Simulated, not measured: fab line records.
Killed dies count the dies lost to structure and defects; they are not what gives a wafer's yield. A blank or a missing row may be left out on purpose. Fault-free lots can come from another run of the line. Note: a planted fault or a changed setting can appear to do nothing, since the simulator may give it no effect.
Problem report in the 8D (eight disciplines) form, filled by code | flow sky130 | the parts of the form that need people (team, actions taken, sign-off) are left out

1. THE PROBLEM
Wafers without a fault read 140.00, standard deviation 0.043; beam_energy_keV at SKY_NWELL_IMPLANT_24 reads a mean of 160.07 on 6 wafers belonging to 2 lots. So: +99 or more standard deviations from the usual mean.
First seen on wafer L417.1, day 10 23:56, on implanter-04. The record holds 39 wafers of 13 lots with a number at this step. The rule behind "out" and "out of limits": a value lying over 4 standard deviations away from the usual mean. The other wafers with a number count as sound.

2. WHAT IT IS, WHAT IT ISN'T
question                    | is                     | is not
which readings at this step | beam_energy_keV        | -
which lots                  | L417, L418             | L396, L397, L398, L399, L401, L403, L404, L407, L408, L409, L419
which wafers of those lots  | all that have a number | -
read on which tools         | implanter-04           | implanter-01, implanter-02
when                        | from day 10 23:56      | up to then (30 sound wafers); but 3 sound wafers of L419 came after

3. SUSPECTS, AND WHAT RULES EACH OUT
Counting: any tool at a process step up to the reading is kept as a suspect provided that every lot that is out went through it and no sound lot did after the first of them.
- implanter-04 at SKY_NWELL_IMPLANT_24: kept. Every lot that is out went through it, starting with L417 (day 10 23:56), and after that it ran no sound lot; the last sound lot it ran before then is L409 (day 8 14:00). Its own readings are out on those wafers: beam_energy_keV.
Remaining after the count: implanter-04 at SKY_NWELL_IMPLANT_24.

4. THE CAUSE (what the simulator had put in)
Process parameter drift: implanter-04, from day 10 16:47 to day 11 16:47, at SKY_NWELL_IMPLANT_24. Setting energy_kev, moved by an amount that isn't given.
Counting left only this tool.

5. THE EFFECT CHAIN, in route order
Each row: a reading where the mean over the struck wafers with a number is more than 3 standard deviations away from the usual. Scope: only readings with a usual standard deviation given in the record; hours: median across lots of the time from each lot's start at the first step in this table that gives one to its start at this step; sigmas: change in usual standard deviations.
hours | step                 | reading         | usual  | on struck wafers | change | sigmas
0     | SKY_NWELL_IMPLANT_24 | beam_energy_keV | 140.00 | 160.07           | +20.07 | +99 or more
Here are the process steps it includes:
- SKY_NWELL_IMPLANT_24

6. HOW IT WOULD HAVE BEEN CAUGHT EARLIER
First out-of-limits reading in this record: day 10 23:56, which is 7 hours after fault onset at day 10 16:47.
